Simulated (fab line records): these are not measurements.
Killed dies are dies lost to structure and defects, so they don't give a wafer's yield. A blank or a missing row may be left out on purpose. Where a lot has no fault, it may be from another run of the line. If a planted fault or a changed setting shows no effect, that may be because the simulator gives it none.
The tool behind it: which one?    flow sky130    11 lots, 33 wafers sampled, at 2 steps of a route of 708

WHAT EACH GAUGE READ, for each wafer
SKY_NWELL_THK_MEAS_02. Usual: NWELL_OXIDATION_THK typically reads 9.99 nm, with standard deviation 0.22.
lot   measured     on             NWELL_OXIDATION_THK (nm)  flag
L185  day 2 11:25  film-metro-01  9.95 10.22 10.07          
L188  day 3 02:20  film-metro-04  9.94 9.97 10.03           
L190  day 3 13:36  film-metro-01  10.02 10.09 9.99          
L191  day 3 23:57  film-metro-04  9.75 9.86 9.67            
L195  day 4 17:02  film-metro-01  10.02 9.92 9.86           
L199  day 5 12:35  film-metro-01  9.76 9.63 9.75            
L201  day 5 22:48  film-metro-01  9.56 9.63 9.49            
L203  day 6 09:46  film-metro-01  9.61 9.60 9.71            
L206  day 7 04:03  film-metro-02  9.77 9.68 10.04           
L207  day 7 12:47  film-metro-04  10.22 10.21 10.26         
L208  day 7 16:56  film-metro-01  9.96 9.94 9.90            

SKY_VT_ADJUST_NCORE_OVL_MEAS_08. Usual: VT_ADJUST_NCORE_OVL typically reads -0.5 nm, with standard deviation 1.4.
lot   measured      on          VT_ADJUST_NCORE_OVL (nm)  flag
L185  day 8 10:28   overlay-01  -1.6 -0.7 -1.0            
L188  day 9 08:26   overlay-02  0.0 -0.8 -2.1             
L190  day 9 22:26   overlay-01  -1.5 -0.6 -0.9            
L191  day 10 10:41  overlay-02  2.1 0.5 -1.5              
L195  day 11 13:04  overlay-02  2.1 0.2 -1.7              
L199  day 12 15:14  overlay-01  -1.1 0.1 -0.2             
L201  day 13 05:26  overlay-02  0.7 1.8 1.3               
L203  day 13 21:59  overlay-01  -1.9 -3.0 -1.7            
L206  day 14 21:39  overlay-01  -1.4 -0.1 0.6             
L207  day 15 09:08  overlay-02  1.6 -0.9 -1.3             
L208  day 15 16:26  overlay-02  -1.0 -0.8 -0.8            

WHICH TOOL RAN EACH LOT (tool, then ch and the chambers of the sampled wafers, then the start)
The record holds no process step before these readings.

AS READ BY THE TOOLS THEMSELVES (means over the sampled wafers that have a number; for cases with no such wafer, the mark the record gives instead)
The record holds no such reading with a usual standard deviation.

THE ANSWER, worked out from the rows above alone
Rule: a lot is off if the mean of its wafers that have a number lies more than 3 standard deviations from the usual mean. Also off: a lot with no number at a reading for which 4 or more lots have one. Where the step has rows for the other lots, those lots are counted as sound. Order of review: gauges by route order, followed by the tools' own readings, for which a lot's mean as printed above is used. The first step at which some lot is off is used, and at that step the reading that is off furthest; a lot without a number counts as furthest.
No lot is off at any reading shown: from this, nothing can be told.

WHAT HAD BEEN PUT IN BY THE SIMULATOR
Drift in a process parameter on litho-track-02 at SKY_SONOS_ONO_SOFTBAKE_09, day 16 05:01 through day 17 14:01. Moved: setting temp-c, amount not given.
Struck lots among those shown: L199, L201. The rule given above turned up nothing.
